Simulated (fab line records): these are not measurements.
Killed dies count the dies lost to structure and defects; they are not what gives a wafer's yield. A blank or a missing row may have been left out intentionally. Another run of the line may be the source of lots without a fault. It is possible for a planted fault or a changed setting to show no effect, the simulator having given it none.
fab line records	flow gf180mcu	part 1 of 2: steps 1 to 32 of 43
record: lots: 5	wafers: 15	last-day: 33
route steps=602 shown SAB@264 SALICIDE@278 CONTACT@287
lots with no fault: from the same line, run without faults
start-h: the number of hours between the record's first day and the start of the first shown wafer of the lot	wait-h: hours from the lot's prior step to this one	" the same as in the row above	L1.1+2: a single row standing in for several wafers	- no value, or no start given	* or withheld: withheld	< > ~ a bound
route shown NAME@n: a module of which the file shows steps, and the number in the route of the first	usual: mean and standard deviation over wafers with no fault	same: alike in all rows	chamber/n: place in a boat	sites: readings site by site	_std_site: the values' standard deviation	_edge_site: the outer-site mean with the inner-site mean subtracted	radius-mm: how far each site lies from the wafer's centre	mask NAME#n: copy n	behind: the last tool/chamber to shape the wafer	hold: the reason the lot was held/the length of the hold in hours/how it ended	device: which transistor (n, p or np) failed to switch	end of line: tests run on the same wafers once the route is complete	step lacking rows: just its recipe	killed: at the first sort, the dies lost to defects and structure; wafer yield is something else	map: per-die view of a wafer (x killed, . not killed, _ where there is no die)
set.NAME: the setting the step ran with; set.NAME@STEP: the setting that earlier step ran with	model.NAME: the simulator's own value behind a step, which no gauge read
lots at selected steps of the route; one table per step, one row per wafer
services: from which hour (start-h, from the record's first day; less than 0 if before it) a tool's chamber was out of use, for how many hours, and why
== steps ==
step: GF_SAB_CVD_00
recipe: material: SiO2	target-thk-nm: 50	precursor: TEOS	temp-c: 400	time-s: 4.9302	rf-w: 600
usual: heater-power-w: 682/110
same: time-s: 4.9302
lot.wafer	tool	chamber	start-h	wait-h	heater-power-w
L081.1	pecvd-01	0	373.39	0.1	524
L081.3	"	2	"	"	585
L081.5	"	2	"	"	603
L083.2	pecvd-01	0	395.64	0.1	538
L083.3	"	2	"	"	682
L083.5	"	1	"	"	641
L085.1	pecvd-01	0	408.36	0.1	512
L085.4	"	0	"	"	535
L085.6	"	2	"	"	658
L086.1	pecvd-03	1	420.36	0.1	736
L086.4	"	2	"	"	579
L086.6	"	1	"	"	749
L093.1	pecvd-01	0	480.47	0.1	574
L093.2	"	1	"	"	743
L093.5	"	2	"	"	719
step: GF_SAB_THK_MEAS_01
recipe: reads: SiO2_of_SAB_CVD_00
usual: SAB_CVD_00_THK: 50.1/0.7
lot.wafer	tool	chamber	start-h	wait-h	SAB_CVD_00_THK[nm]
L081.1	film-metro-02	-	373.41	0.0	50.1
L081.3	"	-	"	"	50.2
L081.5	"	-	"	"	51.0
L083.2	film-metro-01	-	395.67	0.0	49.9
L083.3	"	-	"	"	49.8
L083.5	"	-	"	"	50.5
L085.1	film-metro-04	-	408.38	0.0	50.9
L085.4	"	-	"	"	51.3
L085.6	"	-	"	"	51.8
L086.1	film-metro-01	-	420.38	0.0	49.5
L086.4	"	-	"	"	49.2
L086.6	"	-	"	"	50.5
L093.1	film-metro-04	-	480.49	0.0	50.1
L093.2	"	-	"	"	49.7
L093.5	"	-	"	"	50.7
step: GF_SAB_DEHYDRATE_02
recipe: temp-c: 200	time-s: 60
same: time-s: 60
lot.wafer	tool	chamber	start-h	wait-h
L081.1+3+5	litho-track-03	0	384.49	11.1
L083.2+3+5	litho-track-03	0	406.11	10.4
L085.1+4+6	litho-track-02	0	419.58	11.2
L086.1+4+6	litho-track-01	0	432.34	12.0
L093.1+2+5	litho-track-01	0	491.44	10.9
step: GF_SAB_HMDS_03
recipe: prime-time-s: 60	prime-temp-c: 120
lot.wafer	tool	chamber	start-h	wait-h
L081.1+3+5	litho-track-03	0	384.64	0.1
L083.2+3+5	litho-track-03	0	406.26	0.1
L085.1+4+6	litho-track-02	0	419.73	0.1
L086.1+4+6	litho-track-01	0	432.49	0.1
L093.1+2+5	litho-track-01	0	491.59	0.1
step: GF_SAB_COAT_04
recipe: resist: NOVOLAK	spin-rpm: 3000	resist-thk-nm: 1000
lot.wafer	tool	chamber	start-h	wait-h
L081.1+3+5	litho-track-03	0	384.79	0.1
L083.2+3+5	litho-track-03	0	406.41	0.1
L085.1+4+6	litho-track-02	0	419.88	0.1
L086.1+4+6	litho-track-01	0	432.64	0.1
L093.1+2+5	litho-track-01	0	491.74	0.1
step: GF_SAB_SOFTBAKE_05
recipe: temp-c: 90	time-s: 60	resist: NOVOLAK
same: time-s: 60
lot.wafer	tool	chamber	start-h	wait-h
L081.1+3+5	litho-track-03	0	384.94	0.1
L083.2+3+5	litho-track-03	0	406.56	0.1
L085.1+4+6	litho-track-02	0	420.03	0.1
L086.1+4+6	litho-track-01	0	432.79	0.1
L093.1+2+5	litho-track-01	0	491.89	0.1
step: GF_SAB_EXPOSE_06
recipe: mask-id: SAB	target-cd-nm: 420	na: 0.6	source-shape: conventional	sigma-outer: 0.6	dose-mj: 140
lot.wafer	tool	chamber	start-h	wait-h	mask
L081.1+3+5	iline-stepper-01	0	-	-	SAB#0
L083.2+3+5	iline-stepper-02	0	-	-	SAB#0
L085.1+4+6	iline-stepper-01	0	-	-	SAB#0
L086.1+4+6	iline-stepper-01	0	-	-	SAB#0
L093.1+2+5	iline-stepper-02	0	-	-	SAB#0
step: GF_SAB_PEB_07
recipe: temp-c: withheld	time-s: *	resist: NOVOLAK
same: time-s: *
lot.wafer	tool	chamber	start-h	wait-h
L081.1+3+5	litho-track-03	0	-	-
L083.2+3+5	litho-track-02	0	-	-
L085.1+4+6	litho-track-03	0	-	-
L086.1+4+6	litho-track-01	0	-	-
L093.1+2+5	litho-track-01	0	-	-
step: GF_SAB_DEVELOP_08
recipe: develop-time-s: 60	dev-temp-c: 23
lot.wafer	tool	chamber	start-h	wait-h
L081.1+3+5	litho-track-03	0	396.09	0.1
L083.2+3+5	litho-track-02	0	417.61	0.1
L085.1+4+6	litho-track-03	0	432.34	0.1
L086.1+4+6	litho-track-01	0	444.44	0.1
L093.1+2+5	litho-track-01	0	503.74	0.1
step: GF_SAB_CD_MEAS_09
recipe: target-cd-nm: 420
usual: cd-nm: 419.2/2.4
lot.wafer	tool	chamber	start-h	wait-h	cd-nm
L081.1	cd-sem-02	-	396.24	0.1	416.0
L081.3	"	-	"	"	414.9
L081.5	"	-	"	"	416.8
L083.2	cd-sem-01	-	417.75	0.1	418.5
L083.3	"	-	"	"	418.8
L083.5	"	-	"	"	419.8
L085.1	cd-sem-01	-	432.49	0.1	420.8
L085.4	"	-	"	"	420.4
L085.6	"	-	"	"	423.0
L086.1	cd-sem-02	-	444.59	0.1	420.0
L086.4	"	-	"	"	422.4
L086.6	"	-	"	"	422.1
L093.1	cd-sem-01	-	503.89	0.1	418.7
L093.2	"	-	"	"	419.5
L093.5	"	-	"	"	419.4
step: GF_SAB_OVL_MEAS_10
usual: SAB_OVL: -0.1/1.4
lot.wafer	tool	chamber	start-h	wait-h	SAB_OVL[nm]
L081.1	overlay-01	-	396.36	0.1	0.4
L081.3	"	-	"	"	1.7
L081.5	"	-	"	"	1.9
L083.2	overlay-02	-	417.86	0.1	-0.4
L083.3	"	-	"	"	-0.4
L083.5	"	-	"	"	-1.1
L085.1	overlay-02	-	432.61	0.1	2.4
L085.4	"	-	"	"	0.9
L085.6	"	-	"	"	-0.5
L086.1	overlay-02	-	444.71	0.1	-0.3
L086.4	"	-	"	"	-1.2
L086.6	"	-	"	"	0.0
L093.1	overlay-01	-	504.01	0.1	-0.3
L093.2	"	-	"	"	-0.4
L093.5	"	-	"	"	0.2
step: GF_SAB_ETCH_11
recipe: chemistry: C4F8/O2/Ar	mask-material: NOVOLAK	target: SiO2	target-depth-nm: 55	source-w: 1500	bias-w: 1200	pressure-mtorr: 40	c4f8-flow-sccm: withheld	O2_flow_sccm: 6	Ar_flow_sccm: 300	time-s: 8.5
usual: bias-w: 1200/3.6	oes-product-au: 0.997/0.011
same: time-s: 8.5
lot.wafer	tool	chamber	start-h	wait-h	bias-w	oes-product-au	rf-hours-counter-h
L081.1	rie-diel-04	2	396.40	0.0	1203	0.992	1
L081.3	"	3	"	"	1203	1.003	36
L081.5	"	1	"	"	1192	1.006	-
L083.2	rie-diel-02	2	417.89	0.0	1201	0.998	97
L083.3	"	3	"	"	1199	0.982	8
L083.5	"	2	"	"	1199	1.004	-
L085.1	rie-diel-02	2	432.65	0.0	1196	1.008	98
L085.4	"	0	"	"	1204	0.993	21
L085.6	"	3	"	"	1202	0.990	-
L086.1	rie-diel-04	3	444.75	0.0	1195	1.001	37
L086.4	"	1	"	"	1202	1.010	5
L086.6	"	1	"	"	1204	1.011	-
L093.1	rie-diel-04	0	504.05	0.0	1198	1.005	3
L093.2	"	1	"	"	1204	1.014	6
L093.5	"	2	"	"	1203	0.991	-
step: GF_SAB_WET_ETCH_12
recipe: chemistry: dHF	target-depth-nm: 22	dry: n2-spin	target: SiO2	temp-c: 25	dilution: 100:1	time-s: 440
same: time-s: 440
lot.wafer	tool	chamber	start-h	wait-h
L081.1+3+5	wet-bench-03	2	396.42	0.0
L083.2+3+5	wet-bench-03	0	417.91	0.0
L085.1+4+6	wet-bench-02	1	432.67	0.0
L086.1+4+6	wet-bench-03	2	444.77	0.0
L093.1+2+5	wet-bench-03	0	504.07	0.0
step: GF_SAB_STRIP_13
recipe: chemistry: O2/N2	power-w: 1400	pressure-mtorr: 1500	platen-temp-c: 250	o2-flow-sccm: 3000	n2-flow-sccm: 300	overash-fraction: 0.5
usual: drypump-motor-current-A: 5.8/0.48	heater-power-w: 340/20	oes-product-au: 0.710/0.0046	strip-time-to-endpoint-s: 12.63/0.032
lot.wafer	tool	chamber	start-h	wait-h	drypump-motor-current-A	heater-power-w	oes-product-au	rf-hours-counter-h	strip-time-to-endpoint-s
L081.1	plasma-asher-01	1	396.56	0.0	6.6	389	0.714	77	12.68
L081.3	"	0	"	"	5.3	324	0.713	-	12.67
L081.5	"	1	"	"	6.5	380	0.707	-	12.67
L083.2	plasma-asher-02	1	418.05	0.0	5.2	322	0.714	73	12.61
L083.3	"	1	"	"	5.2	324	0.718	-	12.68
L083.5	"	1	"	"	5.2	326	0.709	-	12.66
L085.1	plasma-asher-01	1	432.80	0.0	6.6	379	0.715	0	12.61
L085.4	"	0	"	"	5.3	330	0.715	-	12.63
L085.6	"	1	"	"	6.5	381	0.710	-	12.63
L086.1	plasma-asher-04	1	444.90	0.0	6.1	351	0.701	67	12.65
L086.4	"	0	"	"	5.9	320	0.714	-	12.67
L086.6	"	1	"	"	6.2	343	0.714	-	12.62
L093.1	plasma-asher-02	0	504.20	0.0	5.9	340	0.712	82	12.63
L093.2	"	1	"	"	5.2	329	0.704	82	12.58
L093.5	"	0	"	"	5.9	336	0.711	-	12.62
step: GF_SALICIDE_CLEAN_00
recipe: chemistry: SC1/SC2	mix: 1:4:20	temp-c: 70	time-s: 150
same: time-s: 150
lot.wafer	tool	chamber	start-h	wait-h
L081.1+3+5	wet-bench-02	3	396.66	0.1
L083.2+3+5	wet-bench-02	2	418.15	0.1
L085.1+4+6	wet-bench-01	2	432.90	0.1
L086.1+4+6	wet-bench-02	0	445.00	0.1
L093.1+2+5	wet-bench-01	3	504.30	0.1
step: GF_SALICIDE_WET_ETCH_01
recipe: chemistry: dHF	target-depth-nm: 5	dry: ipa-marangoni	target: SiO2	temp-c: 25	dilution: 100:1	time-s: 100
same: time-s: 100
lot.wafer	tool	chamber	start-h	wait-h
L081.1+3+5	wet-bench-01	0	396.71	0.0
L083.2+3+5	wet-bench-04	0	418.20	0.0
L085.1+4+6	wet-bench-04	1	432.95	0.0
L086.1+4+6	wet-bench-04	2	445.05	0.0
L093.1+2+5	wet-bench-02	1	504.35	0.0
step: GF_SALICIDE_SPUTTER_02
recipe: material: Co	target-thk-nm: 10	power-w: 1000	time-s: 20	chamber-pressure-pa: 0.4
usual: throttle-valve-pct: 30.2/1
same: time-s: 20
lot.wafer	tool	chamber	start-h	wait-h	throttle-valve-pct
L081.1	pvd-sputter-04	-	396.75	0.0	29.0
L081.3	"	-	"	"	29.9
L081.5	"	-	"	"	29.9
L083.2	pvd-sputter-03	-	418.24	0.0	31.6
L083.3	"	-	"	"	30.6
L083.5	"	-	"	"	30.4
L085.1	pvd-sputter-02	-	432.98	0.0	29.4
L085.4	"	-	"	"	31.4
L085.6	"	-	"	"	31.5
L086.1	pvd-sputter-02	-	445.09	0.0	29.9
L086.4	"	-	"	"	31.7
L086.6	"	-	"	"	31.6
L093.1	pvd-sputter-04	-	504.39	0.0	31.0
L093.2	"	-	"	"	29.9
L093.5	"	-	"	"	31.1
step: GF_SALICIDE_SPUTTER_03
recipe: material: TiN	target-thk-nm: 20	power-w: 6500	time-s: 16.7	chamber-pressure-pa: 0.4
usual: throttle-valve-pct: 30.2/1
same: time-s: 16.7
lot.wafer	tool	chamber	start-h	wait-h	throttle-valve-pct
L081.1	pvd-sputter-04	-	396.77	0.0	28.6
L081.3	"	-	"	"	29.8
L081.5	"	-	"	"	29.8
L083.2	pvd-sputter-03	-	418.27	0.0	31.6
L083.3	"	-	"	"	30.9
L083.5	"	-	"	"	30.6
L085.1	pvd-sputter-02	-	433.01	0.0	29.7
L085.4	"	-	"	"	31.5
L085.6	"	-	"	"	31.2
L086.1	pvd-sputter-02	-	445.12	0.0	29.9
L086.4	"	-	"	"	31.3
L086.6	"	-	"	"	31.2
L093.1	pvd-sputter-04	-	504.41	0.0	31.0
L093.2	"	-	"	"	30.0
L093.5	"	-	"	"	30.8
step: GF_SALICIDE_RS_MEAS_04
recipe: thk-meas-gauge: four-point-probe	reads: TiN_of_SALICIDE_SPUTTER_03+Co_of_SALICIDE_SPUTTER_02
usual: SALICIDE_TIN_RS: 16.3/0.31
lot.wafer	tool	chamber	start-h	wait-h	SALICIDE_TIN_RS[ohm/sq]
L081.1	film-metro-04	-	396.80	0.0	16.0
L081.3	"	-	"	"	16.3
L081.5	"	-	"	"	16.0
L083.2	film-metro-04	-	418.32	0.0	17.0
L083.3	"	-	"	"	16.1
L083.5	"	-	"	"	16.5
L085.1	film-metro-04	-	433.04	0.0	16.0
L085.4	"	-	"	"	16.0
L085.6	"	-	"	"	16.0
L086.1	film-metro-03	-	445.14	0.0	16.2
L086.4	"	-	"	"	16.5
L086.6	"	-	"	"	16.6
L093.1	film-metro-04	-	504.44	0.0	16.7
L093.2	"	-	"	"	16.5
L093.5	"	-	"	"	16.6
step: GF_SALICIDE_THK_MEAS_05
recipe: thk-meas-gauge: xrf	reads: TiN_of_SALICIDE_SPUTTER_03
usual: SALICIDE_TIN_THK: 20.22/0.26
lot.wafer	tool	chamber	start-h	wait-h	SALICIDE_TIN_THK[nm]
L081.1	film-metro-04	-	396.92	0.1	20.06
L081.3	"	-	"	"	19.86
L081.5	"	-	"	"	19.91
L083.2	film-metro-04	-	418.43	0.1	20.09
L083.3	"	-	"	"	20.19
L083.5	"	-	"	"	20.37
L085.1	film-metro-04	-	433.16	0.1	20.09
L085.4	"	-	"	"	20.12
L085.6	"	-	"	"	20.02
L086.1	film-metro-03	-	445.26	0.1	19.91
L086.4	"	-	"	"	20.04
L086.6	"	-	"	"	20.01
L093.1	film-metro-04	-	504.56	0.1	20.56
L093.2	"	-	"	"	19.86
L093.5	"	-	"	"	20.38
step: GF_SALICIDE_RTA_06
recipe: temp-c: 530	time-s: 30	ambient: N2
usual: lamp-power-pct: 6.08/0.29	wafer_temp_C_max: 532.8/0.72
same: time-s: 30
lot.wafer	tool	chamber	start-h	wait-h	lamp-power-pct	wafer_temp_C_max
L081.1	rtp-anneal-02	0	396.98	0.1	6.35	532.8
L081.3	"	0	"	"	6.35	532.8
L081.5	"	0	"	"	6.36	532.6
L083.2	rtp-anneal-01	0	418.49	0.1	5.78	533.4
L083.3	"	0	"	"	5.77	533.8
L083.5	"	0	"	"	5.76	534.3
L085.1	rtp-anneal-02	0	433.22	0.1	6.34	531.7
L085.4	"	0	"	"	6.34	533.5
L085.6	"	0	"	"	6.36	533.5
L086.1	rtp-anneal-02	0	445.32	0.1	6.34	532.7
L086.4	"	0	"	"	6.35	532.0
L086.6	"	0	"	"	6.35	532.6
L093.1	rtp-anneal-02	0	504.62	0.1	6.34	532.5
L093.2	"	0	"	"	6.35	531.6
L093.5	"	0	"	"	6.36	532.0
step: GF_SALICIDE_WET_ETCH_07
recipe: chemistry: SPM	target-depth-nm: 120	dry: n2-spin
lot.wafer	tool	chamber	start-h	wait-h
L081.1+3+5	wet-bench-02	3	397.08	0.1
L083.2+3+5	wet-bench-01	2	418.58	0.1
L085.1+4+6	wet-bench-01	1	433.32	0.1
L086.1+4+6	wet-bench-02	1	445.42	0.1
L093.1+2+5	wet-bench-04	0	504.72	0.1
step: GF_SALICIDE_RTA_08
recipe: temp-c: 800	time-s: 30	ambient: N2
usual: lamp-power-pct: 16.4/0.66	wafer_temp_C_max: 804.7/1.1
same: time-s: 30
lot.wafer	tool	chamber	start-h	wait-h	lamp-power-pct	wafer_temp_C_max
L081.1	rtp-anneal-01	0	397.17	0.0	16.0	805.4
L081.3	"	0	"	"	16.0	804.3
L081.5	"	0	"	"	16.0	804.3
L083.2	rtp-anneal-02	0	418.69	0.0	17.6	804.0
L083.3	"	0	"	"	17.6	803.7
L083.5	"	0	"	"	17.6	803.2
L085.1	rtp-anneal-01	0	433.41	0.0	16.0	804.1
L085.4	"	0	"	"	16.0	803.9
L085.6	"	0	"	"	16.0	804.9
L086.1	rtp-anneal-01	0	445.51	0.0	16.0	805.1
L086.4	"	0	"	"	16.0	806.2
L086.6	"	0	"	"	16.0	805.5
L093.1	rtp-anneal-02	0	504.81	0.0	17.6	803.8
L093.2	"	0	"	"	17.6	804.1
L093.5	"	0	"	"	17.6	803.0
step: GF_CONTACT_CVD_00
recipe: material: SiO2	target-thk-nm: 300	sigma-open-frac: 0.3	temp-c: 400	time-s: 50	sih4-flow-sccm: 60	pressure-mtorr: 6
same: time-s: 50
lot.wafer	tool	chamber	start-h	wait-h
L081.1+3+5	hdpcvd-01	1,0,1	397.27	0.1
L083.2+3+5	hdpcvd-01	0,1,0	418.77	0.1
L085.1+4+6	hdpcvd-01	1,1,2	433.51	0.1
L086.1+4+6	hdpcvd-01	2,2,1	445.61	0.1
L093.1+2+5	hdpcvd-01	1,0,2	504.91	0.1
step: GF_CONTACT_THK_MEAS_01
recipe: reads: SiO2_of_CONTACT_CVD_00
usual: CONTACT_CVD_00_THK: 301/3.6
lot.wafer	tool	chamber	start-h	wait-h	CONTACT_CVD_00_THK[nm]
L081.1	film-metro-03	-	397.32	0.0	294
L081.3	"	-	"	"	295
L081.5	"	-	"	"	297
L083.2	film-metro-03	-	418.82	0.0	301
L083.3	"	-	"	"	299
L083.5	"	-	"	"	300
L085.1	film-metro-01	-	433.55	0.0	301
L085.4	"	-	"	"	299
L085.6	"	-	"	"	305
L086.1	film-metro-03	-	445.66	0.0	307
L086.4	"	-	"	"	307
L086.6	"	-	"	"	299
L093.1	film-metro-04	-	504.96	0.0	299
L093.2	"	-	"	"	298
L093.5	"	-	"	"	305
step: GF_CONTACT_CVD_02
recipe: material: SiO2	target-thk-nm: 860	precursor: TEOS	temp-c: 400	time-s: 95.992	rf-w: 600
usual: heater-power-w: 708/130
same: time-s: 95.992
lot.wafer	tool	chamber	start-h	wait-h	heater-power-w
L081.1	pecvd-03	2	397.38	0.1	696
L081.3	"	1	"	"	727
L081.5	"	2	"	"	558
L083.2	pecvd-01	1	418.87	0.0	607
L083.3	"	0	"	"	586
L083.5	"	1	"	"	682
L085.1	pecvd-02	2	433.61	0.1	646
L085.4	"	2	"	"	667
L085.6	"	0	"	"	671
L086.1	pecvd-03	0	445.72	0.1	809
L086.4	"	1	"	"	614
L086.6	"	2	"	"	686
L093.1	pecvd-01	1	505.02	0.1	638
L093.2	"	2	"	"	622
L093.5	"	2	"	"	668
step: GF_CONTACT_THK_MEAS_03
recipe: reads: SiO2_of_CONTACT_CVD_02
usual: CONTACT_CVD_02_THK: 858/12
lot.wafer	tool	chamber	start-h	wait-h	CONTACT_CVD_02_THK[nm]
L081.1	film-metro-04	-	397.45	0.0	840
L081.3	"	-	"	"	844
L081.5	"	-	"	"	849
L083.2	film-metro-04	-	418.95	0.0	861
L083.3	"	-	"	"	858
L083.5	"	-	"	"	877
L085.1	film-metro-04	-	433.68	0.0	834
L085.4	"	-	"	"	841
L085.6	"	-	"	"	844
L086.1	film-metro-01	-	445.79	0.0	869
L086.4	"	-	"	"	868
L086.6	"	-	"	"	876
L093.1	film-metro-01	-	505.09	0.0	865
L093.2	"	-	"	"	855
L093.5	"	-	"	"	882
step: GF_CONTACT_CMP_04
recipe: material: SiO2	down-force-psi: 4	platen-rpm: 60	pad-velocity-m-s: 0.94248
usual: motor-current-A: 11.6/0.97	time-to-endpoint-s: 108/5.9
lot.wafer	tool	chamber	start-h	wait-h	motor-current-A	time-to-endpoint-s
L081.1	cmp-01	3	397.56	0.1	12.7	104
L081.3	"	0	"	"	12.7	103
L081.5	"	2	"	"	11.7	104
L083.2	cmp-02	3	419.00	0.0	10.8	113
L083.3	"	2	"	"	12.1	112
L083.5	"	0	"	"	14.0	120
L085.4	cmp-01	3	433.74	0.0	11.9	112
L085.1	"	2	"	"	11.2	96
L085.6	"	0	"	"	12.6	106
L086.4	cmp-02	3	446.01	0.2	10.5	106
L086.1	"	0	"	"	12.9	113
L086.6	"	1	"	"	10.8	111
L093.2	cmp-01	3	505.20	0.1	12.0	115
L093.1	"	1	"	"	10.2	112
L093.5	"	3	"	"	11.8	125
step: GF_CONTACT_BOW_MEAS_05
recipe: mode: bow
usual: CONTACT_BOW: 66/6.8
lot.wafer	tool	chamber	start-h	wait-h	CONTACT_BOW[um]
L081.1	film-metro-01	-	397.81	0.2	73
L081.3	"	-	"	"	76
L081.5	"	-	"	"	70
L083.2	film-metro-01	-	419.32	0.3	70
L083.3	"	-	"	"	67
L083.5	"	-	"	"	70
L085.1	film-metro-03	-	434.04	0.1	61
L085.4	"	-	"	"	74
L085.6	"	-	"	"	67
L086.1	film-metro-01	-	446.21	0.1	67
L086.4	"	-	"	"	63
L086.6	"	-	"	"	65
L093.1	film-metro-04	-	505.45	0.1	72
L093.2	"	-	"	"	79
L093.5	"	-	"	"	64
step: GF_CONTACT_DEHYDRATE_06
recipe: temp-c: 200	time-s: 60
same: time-s: 60
lot.wafer	tool	chamber	start-h	wait-h
L081.1+3+5	litho-track-01	0	408.84	11.0
L083.2+3+5	litho-track-01	0	431.32	12.0
L085.1+4+6	litho-track-04	0	445.47	11.4
L086.1+4+6	litho-track-03	0	457.59	11.4
L093.1+2+5	litho-track-01	0	516.44	11.0
step: GF_CONTACT_HMDS_07
recipe: prime-time-s: 60	prime-temp-c: 120
lot.wafer	tool	chamber	start-h	wait-h
L081.1+3+5	litho-track-01	0	408.99	0.1
L083.2+3+5	litho-track-01	0	431.47	0.1
L085.1+4+6	litho-track-04	0	445.62	0.1
L086.1+4+6	litho-track-03	0	457.74	0.1
L093.1+2+5	litho-track-01	0	516.59	0.1
step: GF_CONTACT_COAT_08
recipe: resist: BARC	temp-c: withheld	time-s: withheld	spin-rpm: withheld	resist-thk-nm: withheld
lot.wafer	tool	chamber	start-h	wait-h
L081.1+3+5	litho-track-01	0	409.14	0.1
L083.2+3+5	litho-track-01	0	431.62	0.1
L085.1+4+6	litho-track-04	0	445.77	0.1
L086.1+4+6	litho-track-03	0	457.89	0.1
L093.1+2+5	litho-track-01	0	516.74	0.1
